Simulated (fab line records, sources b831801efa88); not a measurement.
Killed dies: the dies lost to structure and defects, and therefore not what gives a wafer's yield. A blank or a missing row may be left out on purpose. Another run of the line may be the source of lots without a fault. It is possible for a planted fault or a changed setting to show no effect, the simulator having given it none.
fab line records	flow sky130
[record] lots = 15	wafers = 42	lastDay = 50
route steps=708 shown LI_CONTACT@386 LOCAL_INTERCONNECT@392
lots with no fault: from the same line, run without faults
startH: hours from the record's opening day to when the first of the lot's shown wafers began	waitH: time in hours since the lot's previous step	" unchanged from the row above	L1.1+2: one row covering several wafers at once	- no value, or no start given	* or withheld: withheld	< > ~ a bound
route shown NAME@n: names a module that has steps shown in the file, with the first one's number in the route	usual: mean/standard deviation taken from wafers without a fault	same: alike in all rows	chamber/n: place in a boat	sites: each site's reading	_std_site: how widely they spread, as a standard deviation	_edge_site: the outer-site mean with the inner-site mean subtracted	radiusMm: for every site, how far away it sits from the centre of the wafer	mask NAME#n: copy n	behind: the most recent tool/chamber to have shaped the wafer	hold: why the lot went on hold/how many hours it stayed there/how the hold came to an end	device: the transistor (n, p or np) that didn't switch	end of line: the tests these same wafers got at the end of their route	where a step has no rows: the recipe by itself	killed: the dies lost at the first sort to structure and to defects; this is not the yield of the wafer	map: the dies of a wafer, with x for killed, . for not killed, _ for no die there
set.NAME: the setting as run; set.NAME@STEP: as run at that earlier step	model.NAME: the simulator's own value behind a step, which no gauge read
the route's steps for a sample of lots (tables are steps, rows are wafers)
services: when a tool's chamber went out of use (startH, in hours from the record's first day, below 0 if earlier), for how many hours, and the reason
[[steps]]
[step SKY_LI_CONTACT_CMP_24]
[recipe] stopOn = PSG	tOverpolishS = 20	downForcePsi = 3.5	platenRpm = 60	targetThkNm = 0	padVelocityMS = 0.94248
[usual] motorCurrentA = 11.2/1.1	overpolishRunS = 19.999/0.009	retainingRingPressureFrac = 1.000/0.0049	timeToEndpointS = 94/4.2
lot.wafer	tool	chamber	startH	waitH	motorCurrentA	overpolishRunS	retainingRingPressureFrac	timeToEndpointS
L798.3	cmp-02	0	664.85	0.1	10.0	19.995	1.010	91
L798.2	"	1	"	"	10.1	19.998	1.004	93
L798.5	"	3	"	"	12.6	19.991	1.002	96
L799.4	cmp-02	1	687.86	0.0	9.0	19.994	1.006	91
L799.1	"	0	"	"	10.5	20.000	1.003	92
L799.6	"	1	"	"	8.8	20.007	1.014	95
L800.1	cmp-02	2	688.60	0.1	11.1	19.982	1.006	93
L800.3	"	3	"	"	12.4	20.011	1.006	94
L800.2	"	0	"	"	10.1	20.002	1.007	88
L801.3	cmp-02	3	712.08	0.1	13.1	19.989	1.000	88
L801.6	"	2	"	"	11.8	20.006	1.001	92
L801.5	"	3	"	"	13.2	20.000	0.998	91
L802.3	cmp-02	1	718.97	0.1	10.0	20.000	1.000	89
L802.2	"	2	"	"	11.6	19.999	0.990	91
L802.5	"	1	"	"	10.2	20.011	0.998	90
L805.3	cmp-02	1	736.43	0.1	9.9	20.002	0.994	95
L805.4	"	3	"	"	12.2	19.997	1.003	93
L805.5	"	1	"	"	9.4	20.008	0.999	92
L803.1	cmp-01	1	739.00	0.1	11.9	19.989	0.990	96
L803.3	"	3	"	"	12.5	19.999	1.011	99
L803.5	"	0	"	"	12.2	20.002	1.007	92
L806.3	cmp-01	0	749.50	0.1	11.6	20.007	1.003	92
L806.4	"	2	"	"	12.4	20.000	1.008	100
L806.5	"	3	"	"	12.6	19.995	0.999	105
L811.6	cmp-02	1	780.85	0.2	9.6	19.990	1.001	92
L811.5	"	2	"	"	11.0	19.997	0.997	95
L812.3	cmp-02	1	787.31	0.0	9.9	20.005	0.999	93
L812.6	"	1	"	"	9.7	19.991	1.001	96
L816.2	cmp-01	3	814.45	0.1	12.8	20.003	1.009	101
L816.3	"	0	"	"	11.8	19.983	0.992	92
L817.2	cmp-02	2	830.45	0.1	10.5	20.010	1.000	93
L817.4	"	3	"	"	12.6	20.010	1.009	88
L817.5	"	1	"	"	9.3	20.013	0.995	88
L818.3	cmp-01	0	836.57	0.0	11.7	19.999	0.999	92
L818.4	"	1	"	"	11.2	19.994	1.001	92
L818.5	"	0	"	"	11.3	20.009	1.002	89
L819.1	cmp-02	0	841.28	0.1	9.7	19.992	1.002	94
L819.3	"	2	"	"	11.0	19.989	0.996	101
L819.4	"	3	"	"	12.1	19.988	0.997	93
L820.2	cmp-02	0	850.90	0.0	10.3	19.996	0.992	89
L820.4	"	2	"	"	11.4	19.997	1.001	92
L820.3	"	3	"	"	12.5	19.996	1.003	85
[step SKY_LOCAL_INTERCONNECT_COAT_05]
[recipe] resist = BARC	tempC = withheld	timeS = withheld	spinRpm = 3000	resistThkNm = 60
lot.wafer	tool	chamber	startH	waitH
L798.2+3+5	lithoTrack-02	0	678.98	0.1
L799.1+4+6	lithoTrack-02	0	702.16	0.1
L800.1+2+3	lithoTrack-01	0	702.95	0.1
L801.3+5+6	lithoTrack-02	0	726.11	0.1
L802.2+3+5	lithoTrack-02	0	732.78	0.1
L805.3+4+5	lithoTrack-04	0	749.68	0.1
L803.1+3+5	lithoTrack-01	0	752.25	0.1
L806.3+4+5	lithoTrack-01	0	763.70	0.1
L811.5+6	lithoTrack-04	0	794.88	0.1
L812.3+6	lithoTrack-04	0	800.88	0.1
L816.2+3	lithoTrack-04	0	827.90	0.1
L817.2+4+5	lithoTrack-02	0	843.73	0.1
L818.3+4+5	lithoTrack-02	0	850.16	0.1
L819.1+3+4	lithoTrack-01	0	854.80	0.1
L820.2+3+4	lithoTrack-01	0	863.47	0.1
[step SKY_LOCAL_INTERCONNECT_CD_MEAS_11]
[recipe] targetCdNm = 170
[usual] cdNm = 170.1/1.7
lot.wafer	tool	chamber	startH	waitH	cdNm
L798.2	cdSem-02	-	693.95	-	168.3
L798.3	"	-	"	"	168.3
L798.5	"	-	"	"	168.1
L799.1	cdSem-01	-	715.50	-	170.9
L799.4	"	-	"	"	170.1
L799.6	"	-	"	"	168.7
L800.1	cdSem-01	-	716.75	-	170.7
L800.2	"	-	"	"	170.8
L800.3	"	-	"	"	170.8
L801.3	cdSem-01	-	740.59	-	169.7
L801.5	"	-	"	"	168.8
L801.6	"	-	"	"	170.5
L802.2	cdSem-02	-	745.82	-	171.6
L802.3	"	-	"	"	171.8
L802.5	"	-	"	"	171.4
L805.3	cdSem-01	-	763.97	-	172.4
L805.4	"	-	"	"	172.0
L805.5	"	-	"	"	172.8
L803.1	cdSem-01	-	766.05	-	168.6
L803.3	"	-	"	"	168.4
L803.5	"	-	"	"	170.7
L806.3	cdSem-01	-	777.02	-	169.8
L806.4	"	-	"	"	169.1
L806.5	"	-	"	"	170.1
L811.5	cdSem-01	-	808.78	-	170.9
L811.6	"	-	"	"	170.5
L812.3	cdSem-01	-	814.62	-	169.1
L812.6	"	-	"	"	169.3
L816.2	cdSem-01	-	840.63	-	172.5
L816.3	"	-	"	"	172.0
L817.2	cdSem-02	-	856.92	-	170.1
L817.4	"	-	"	"	169.5
L817.5	"	-	"	"	169.6
L818.3	cdSem-02	-	862.39	-	168.0
L818.4	"	-	"	"	167.5
L818.5	"	-	"	"	168.7
L819.1	cdSem-02	-	868.13	-	172.8
L819.3	"	-	"	"	171.8
L819.4	"	-	"	"	171.8
L820.2	cdSem-01	-	876.60	-	167.8
L820.3	"	-	"	"	169.3
L820.4	"	-	"	"	169.2
[step SKY_LOCAL_INTERCONNECT_OVL_MEAS_12]
[usual] LOCAL_INTERCONNECT_OVL = 2/4.6
lot.wafer	tool	chamber	startH	waitH	LOCAL_INTERCONNECT_OVL[nm]
L798.2	overlay-01	-	694.05	0.1	-7
L798.3	"	-	"	"	5
L798.5	"	-	"	"	7
L799.1	overlay-01	-	715.62	0.1	4
L799.4	"	-	"	"	-1
L799.6	"	-	"	"	6
L800.1	overlay-02	-	716.87	0.1	4
L800.2	"	-	"	"	6
L800.3	"	-	"	"	3
L801.3	overlay-02	-	740.68	0.1	6
L801.5	"	-	"	"	6
L801.6	"	-	"	"	-1
L802.2	overlay-01	-	745.92	0.1	4
L802.3	"	-	"	"	2
L802.5	"	-	"	"	1
L805.3	overlay-01	-	764.06	0.1	0
L805.4	"	-	"	"	0
L805.5	"	-	"	"	-1
L803.1	overlay-01	-	766.17	0.1	6
L803.3	"	-	"	"	1
L803.5	"	-	"	"	-3
L806.3	overlay-01	-	777.11	0.1	1
L806.4	"	-	"	"	0
L806.5	"	-	"	"	-3
L811.5	overlay-02	-	808.84	0.0	-3
L811.6	"	-	"	"	1
L812.3	overlay-02	-	814.71	0.1	7
L812.6	"	-	"	"	14
L816.2	overlay-01	-	840.74	0.1	4
L816.3	"	-	"	"	2
L817.2	overlay-01	-	857.02	0.1	11
L817.4	"	-	"	"	1
L817.5	"	-	"	"	-3
L818.3	overlay-02	-	862.48	0.1	7
L818.4	"	-	"	"	7
L818.5	"	-	"	"	4
L819.1	overlay-01	-	868.25	0.1	-1
L819.3	"	-	"	"	-2
L819.4	"	-	"	"	1
L820.2	overlay-02	-	876.70	0.1	1
L820.3	"	-	"	"	7
L820.4	"	-	"	"	6
[step SKY_LOCAL_INTERCONNECT_ETCH_13]
[recipe] chemistry = N2/H2	target = BARC	ionEnergyEv = 200	biasW = 100	pressureMtorr = 30	n2FlowSccm = 100	h2FlowSccm = 200	icpW = 500	stopOn = SiO2	timeS = 45.9	targetDepthA = 600
[usual] drypumpMotorCurrentA = 5.9/0.55	n2FlowSccm = 100.0/0.31	oesProductAu = 0.855/0.0052	throttleValvePct = 13.224/0.0091
lot.wafer	tool	chamber	startH	waitH	drypumpMotorCurrentA	n2FlowSccm	oesProductAu	rfHoursCounterH	throttleValvePct
L798.2	rieMetal-02	0	694.08	0.0	5.7	99.5	0.854	14	13.233
L798.3	"	0	"	"	5.7	100.1	0.858	-	13.221
L798.5	"	0	"	"	5.6	99.9	0.856	-	13.221
L799.1	rieMetal-04	1	715.65	0.0	6.4	100.3	0.851	5	13.210
L799.4	"	0	"	"	5.6	99.6	0.856	-	13.232
L799.6	"	0	"	"	5.6	99.4	0.853	-	13.233
L800.1	rieMetal-03	0	716.90	0.0	6.6	100.4	0.847	9	13.234
L800.2	"	1	"	"	5.1	99.7	0.850	13	13.227
L800.3	"	1	"	"	5.1	100.0	0.854	-	13.213
L801.3	rieMetal-04	0	740.72	0.0	5.6	100.2	0.857	-	13.224
L801.5	"	0	"	"	5.6	100.3	0.851	-	13.219
L801.6	"	1	"	"	6.5	99.9	0.855	-	13.232
L802.2	rieMetal-02	0	745.97	0.0	5.7	99.9	0.854	-	13.224
L802.3	"	0	"	"	5.6	99.8	0.851	-	13.222
L802.5	"	0	"	"	5.6	100.0	0.851	-	13.238
L805.3	rieMetal-03	1	764.10	0.0	5.1	99.4	0.855	-	13.215
L805.4	"	0	"	"	6.6	99.5	0.858	-	13.212
L805.5	"	0	"	"	6.6	99.7	0.857	-	13.226
L803.1	rieMetal-02	1	766.20	0.0	6.4	100.2	0.846	14	13.208
L803.3	"	0	"	"	5.6	100.4	0.856	-	13.228
L803.5	"	0	"	"	5.7	100.1	0.850	-	13.224
L806.3	rieMetal-03	0	777.15	0.0	6.6	99.9	0.857	-	13.234
L806.4	"	1	"	"	5.1	99.9	0.851	-	13.231
L806.5	"	0	"	"	6.6	100.4	0.851	-	13.222
L811.5	rieMetal-02	0	808.94	0.1	5.6	99.5	0.865	-	13.224
L811.6	"	0	"	"	5.7	99.6	0.902	-	13.225
L812.3	rieMetal-04	1	814.75	0.0	6.5	100.1	0.895	-	13.233
L812.6	"	1	"	"	6.5	99.9	0.911	-	13.221
L816.2	rieMetal-03	0	840.77	0.0	6.6	100.3	0.856	15	13.228
L816.3	"	1	"	"	5.1	99.4	0.904	-	13.221
L817.2	rieMetal-03	1	857.05	0.0	5.1	100.2	0.856	18	13.222
L817.4	"	0	"	"	6.6	100.7	0.855	-	13.229
L817.5	"	0	"	"	6.6	100.6	0.858	-	13.238
L818.3	rieMetal-03	1	862.52	0.0	5.1	100.1	0.858	-	13.228
L818.4	"	0	"	"	6.6	99.8	0.856	-	13.222
L818.5	"	1	"	"	5.1	100.2	0.861	-	13.223
L819.1	rieMetal-04	1	868.28	0.0	6.5	100.4	0.863	10	13.203
L819.3	"	0	"	"	5.6	100.2	0.844	-	13.237
L819.4	"	1	"	"	6.5	99.9	0.841	-	13.222
L820.2	rieMetal-04	1	876.73	0.0	6.5	100.1	0.862	10	13.224
L820.3	"	0	"	"	5.6	99.5	0.850	-	13.235
L820.4	"	1	"	"	6.5	100.0	0.852	-	13.224
[step SKY_LOCAL_INTERCONNECT_STRIP_15]
[recipe] chemistry = O2/N2	powerW = 1400	pressureMtorr = 1500	platenTempC = withheld	o2FlowSccm = 3000	n2FlowSccm = 300	overashFraction = 0.5
[usual] drypumpMotorCurrentA = 5.5/0.55	n2FlowSccm = 300.1/0.92	oesProductAu = 0.427/0.0046	stripTimeToEndpointS = 4.718/0.022
lot.wafer	tool	chamber	startH	waitH	drypumpMotorCurrentA	n2FlowSccm	oesProductAu	rfHoursCounterH	stripTimeToEndpointS
L798.2	plasmaAsher-03	1	694.20	0.0	5.8	301.2	0.429	26	4.761
L798.3	"	1	"	"	5.9	299.8	0.431	-	4.744
L798.5	"	0	"	"	4.8	299.8	0.424	-	4.772
L799.1	plasmaAsher-02	1	715.77	0.0	5.8	300.1	0.435	102	4.758
L799.4	"	1	"	"	5.8	299.5	0.430	-	4.734
L799.6	"	1	"	"	5.8	299.6	0.427	-	4.702
L800.1	plasmaAsher-02	1	717.02	0.0	5.8	300.5	0.421	102	4.722
L800.2	"	0	"	"	6.0	298.6	0.422	102	4.704
L800.3	"	0	"	"	6.0	300.3	0.429	-	4.736
L801.3	plasmaAsher-04	0	740.85	0.1	4.9	301.3	0.426	-	4.712
L801.5	"	0	"	"	4.9	300.8	0.430	-	4.694
L801.6	"	1	"	"	6.2	299.4	0.430	-	4.735
L802.2	plasmaAsher-04	1	746.18	0.1	6.2	300.1	0.434	66	4.717
L802.3	"	1	"	"	6.2	299.3	0.422	-	4.731
L802.5	"	1	"	"	6.2	300.3	0.422	-	4.700
L805.3	plasmaAsher-03	0	764.23	0.1	4.8	299.9	0.424	-	4.699
L805.4	"	1	"	"	5.8	298.4	0.429	-	4.689
L805.5	"	1	"	"	5.8	299.1	0.427	-	4.698
L803.1	plasmaAsher-03	1	766.32	0.0	5.8	299.9	0.428	33	4.736
L803.3	"	0	"	"	4.8	300.3	0.429	-	4.692
L803.5	"	0	"	"	4.8	300.5	0.422	-	4.689
L806.3	plasmaAsher-04	1	777.28	0.1	6.2	299.3	0.433	-	4.661
L806.4	"	0	"	"	4.9	300.1	0.434	-	4.726
L806.5	"	1	"	"	6.2	299.1	0.430	-	4.689
L811.5	plasmaAsher-02	1	809.15	0.1	5.8	298.3	0.431	-	4.682
L811.6	"	0	"	"	6.0	301.1	0.431	-	4.764
L812.3	plasmaAsher-04	0	814.88	0.1	4.9	299.9	0.427	-	4.815
L812.6	"	1	"	"	6.2	299.9	0.442	-	4.808
L816.2	plasmaAsher-03	0	840.88	0.0	4.8	300.0	0.423	40	4.674
L816.3	"	1	"	"	5.9	300.2	0.431	-	4.778
L817.2	plasmaAsher-04	1	857.17	0.0	6.2	300.1	0.433	77	4.732
L817.4	"	1	"	"	6.2	300.4	0.429	-	4.740
L817.5	"	1	"	"	6.2	300.4	0.420	-	4.720
L818.3	plasmaAsher-03	0	862.65	0.1	4.8	300.3	0.422	-	4.722
L818.4	"	1	"	"	5.9	301.2	0.429	-	4.673
L818.5	"	0	"	"	4.8	299.2	0.431	-	4.721
L819.1	plasmaAsher-04	0	868.40	0.0	4.9	299.3	0.424	79	4.713
L819.3	"	1	"	"	6.1	301.1	0.423	-	4.707
L819.4	"	0	"	"	4.9	299.2	0.418	-	4.709
L820.2	plasmaAsher-02	1	876.85	0.0	5.8	300.1	0.431	13	4.742
L820.3	"	1	"	"	5.8	301.8	0.429	-	4.718
L820.4	"	0	"	"	6.0	299.3	0.429	-	4.742
[[services]]
tool	chamber	startH	hours	kind
cmp-01	-	643.32	2.0	repair
cmp-02	-	644.48	0.6	repair
rieMetal-03	1	655.33	9.9	repair
rieMetal-02	0	657.66	1.6	repair
rieMetal-02	1	687.91	3.3	repair
cmp-02	-	696.19	0.7	repair
cmp-01	-	711.22	4.5	pm
plasmaAsher-02	-	715.90	0.7	repair
plasmaAsher-02	-	733.75	9.0	pm
rieMetal-04	-	735.27	2.8	pm
rieMetal-02	1	735.88	14.0	repair
cmp-02	-	744.19	4.0	pm
cmp-02	-	748.19	-	consumableReplace:conditioner
cmp-02	-	748.19	-	consumableReplace:pad
rieMetal-04	-	769.61	14.6	pm
rieMetal-02	-	772.92	14.6	pm
rieMetal-03	-	814.31	0.2	repair
rieMetal-03	-	822.28	2.8	pm
cmp-02	-	826.83	1.9	repair
cmp-02	-	856.16	11.8	repair
rieMetal-03	1	864.16	-	clean
rieMetal-03	1	864.16	35.1	scheduledDown
rieMetal-03	1	864.16	35.1	ventCycle
cmp-02	-	867.97	5.5	pm
[[key]]
[firstSign] step = SKY_LOCAL_INTERCONNECT_ETCH_13	reading = oesProductAu	direction = up	sigmas = 9.2	usual = 0.855	struck = 0.903
[effect] step = SKY_LOCAL_INTERCONNECT_STRIP_15	reading = stripTimeToEndpointS	direction = up	sigmas = 3.4	usual = *	struck = *
metAt SKY_LOCAL_INTERCONNECT_COAT_05
struckLots L811,L812,L816
struckWafers L811.6,L812.3,L812.6,L816.3
sortLeftOut L816.3
testerLeftOut L811,L812,L816
notActingAt SKY_LI_CONTACT_CMP_24,SKY_LOCAL_INTERCONNECT_CD_MEAS_11,SKY_LOCAL_INTERCONNECT_OVL_MEAS_12
onsetBetween 749.68 794.88
[fault] kind = processParameterDrift	tool = lithoTrack-04	chamber = -	onsetH = 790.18	steps = SKY_LOCAL_INTERCONNECT_COAT_05	channel = resistThkNm	offset = 5.724	shape = step	endH = 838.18	scope = struckWafersOnly	actsIn = theseRecipesOnly	stated = 60
// testerLeftOut: of these lots the tester's yield and bins aren't shown, on N5 and GAA mostly nor the transistor test; their killed dies are dies lost to structure and defects alone, not to doping, threshold or leakage, so they don't give the yield
// sortLeftOut: the simulated sort isn't trusted on such a fault, so these wafers' sort isn't shown, and their yield isn't known
